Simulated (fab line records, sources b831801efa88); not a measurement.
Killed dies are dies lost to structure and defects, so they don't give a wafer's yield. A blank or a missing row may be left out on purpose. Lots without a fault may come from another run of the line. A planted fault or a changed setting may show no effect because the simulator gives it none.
Split-lot experiment | flow gf180mcu | 5 lots, 23 wafers read, on a route of 602 steps

THE SPLIT
At GF_V1_CMP_04 (polishes SiO2), the setting leave_above_ref_nm was moved away from the recipe's 632.5 nm on 9 of the 23 wafers read, by -6.0% to +6.3%. The other wafers ran this setting at the recipe's value.

FROM THE SPLIT TO THE READING: what the file shows between them, 2 steps
- GF_V1_DEVELOP_13: develop time 60 s (also split here: develop_time_s)
- GF_V1_ETCH_16: etches BARC in N2/H2

THE READING
oes_product_au, in a.u., at GF_V1_ETCH_17 (etches SiO2 in C4F8/O2/Ar, stops on TiN, target depth 630 nm). Fault-free wafers of this fab line usually give 0.856 a.u., standard deviation 0.0037 a.u..

wafer  | tool, chamber at the split | leave_above_ref_nm as run, nm | against the recipe | oes_product_au, a.u. | against lot-mates on the recipe
L075.1 | cmp-01, 1                  | 632.5                         | recipe             | 0.854                | -
L075.2 | cmp-01, 3                  | 632.5                         | recipe             | 0.856                | -
L075.4 | cmp-01, 0                  | 594.5                         | -6.0%              | 0.829                | -0.026
L075.5 | cmp-01, 1                  | 632.5                         | recipe             | 0.855                | -
L075.6 | cmp-01, 2                  | 594.5                         | -6.0%              | 0.825                | -0.030
L082.1 | cmp-01, 0                  | 632.5                         | recipe             | 0.865                | -
L082.2 | cmp-01, 1                  | 648.6                         | +2.5%              | 0.865                | +0.006
L082.3 | cmp-01, 2                  | 648.6                         | +2.5%              | 0.869                | +0.010
L082.4 | cmp-01, 3                  | 632.5                         | recipe             | 0.852                | -
L082.5 | cmp-01, 0                  | 648.6                         | +2.5%              | 0.877                | +0.018
L083.2 | cmp-01, 0                  | 632.5                         | recipe             | 0.860                | -
L083.3 | cmp-01, 3                  | 632.5                         | recipe             | 0.858                | -
L083.4 | cmp-01, 2                  | 632.5                         | recipe             | 0.861                | -
L084.1 | cmp-02, 2                  | 672.6                         | +6.3%              | 0.886                | +0.031
L084.2 | cmp-02, 3                  | 632.5                         | recipe             | 0.856                | -
L084.3 | cmp-02, 0                  | 672.6                         | +6.3%              | 0.879                | +0.024
L084.4 | cmp-02, 1                  | 632.5                         | recipe             | 0.857                | -
L084.5 | cmp-02, 2                  | 632.5                         | recipe             | 0.851                | -
L085.1 | cmp-01, 1                  | 661.2                         | +4.5%              | 0.881                | +0.025
L085.2 | cmp-01, 3                  | 661.2                         | +4.5%              | 0.877                | +0.021
L085.3 | cmp-01, 0                  | 632.5                         | recipe             | 0.858                | -
L085.4 | cmp-01, 2                  | 632.5                         | recipe             | 0.859                | -
L085.6 | cmp-01, 2                  | 632.5                         | recipe             | 0.852                | -

THE FIT
A straight line over all 23 wafers: oes_product_au changes by +0.00466 a.u. for each +1% of leave_above_ref_nm; r = +0.96; the points scatter about the line by 0.0041 a.u..
The same after taking each lot's own level away (the mean of its wafers on the recipe; 23 wafers): +0.00462 a.u. for each +1%; r = +0.97; scatter 0.0036 a.u..
On that fit, the largest move of leave_above_ref_nm shifts the reading by 0.029 a.u..
The lots' own levels span 0.8547 to 0.8597 a.u., that is 1.4 times the standard deviation above.
So the lot-to-lot level changes the slope little: the two slopes agree.
Check: with one of the wafers moved furthest among these (+6.3%) left out of the fit, the line predicts +0.0288 a.u. for it against its lot-mates. It came out at +0.0313 a.u. against them.
Tool readings at the split's step, against how far the setting was moved: time_to_endpoint_s r = -0.88.

OTHER SPLITS ON THESE WAFERS
These wafers also went through other splits before the reading. Each is held against what the fit with the lots' levels taken away leaves over:
other split on the same wafers   | wafers away from the commonest value | r with oes_product_au (lot level and that fit taken away)
GF_CONTACT_CVD_00 sih4_flow_sccm | 6                                    | -0.09
GF_CONTACT_SOFTBAKE_10 temp_c    | 10                                   | -0.17
GF_CONTACT_CVD_24 temp_c         | 9                                    | -0.07
GF_M1_SPUTTER_04 power_w         | 7                                    | -0.05
GF_M1_COAT_09 resist_thk_nm      | 5                                    | +0.04
GF_M1_STRIP_17 pressure_mtorr    | 18                                   | +0.02
GF_V1_DEVELOP_13 develop_time_s  | 11                                   | +0.00

THE WHOLE CHAIN: every reading that the file lists as answering this split, in the file's order
step          | what it does                                                 | reading                                                                   | change (the file's fit)                   | r (the file's)
GF_V1_CMP_04  | polishes SiO2                                                | time_to_endpoint_s                                                        | withheld for each +1% of the setting      | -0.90
GF_V1_CMP_04  | polishes SiO2                                                | SiO2_of_V1_CVD_02.thk_nm (the simulator's own value, which no gauge read) | +6.24 nm for each +1% of the setting      | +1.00
GF_V1_ETCH_17 | etches SiO2 in C4F8/O2/Ar, stops on TiN, target depth 630 nm | oes_product_au                                                            | +0.00458 a.u. for each +1% of the setting | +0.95
GF_V1_ETCH_17 | etches SiO2 in C4F8/O2/Ar, stops on TiN, target depth 630 nm | V1.feature_depth_nm (the simulator's own value, which no gauge read)      | +6.24 nm for each +1% of the setting      | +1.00

THE FILE'S OWN FIT
oes_product_au changes by +0.00458 a.u. for each +1% of leave_above_ref_nm, r = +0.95.
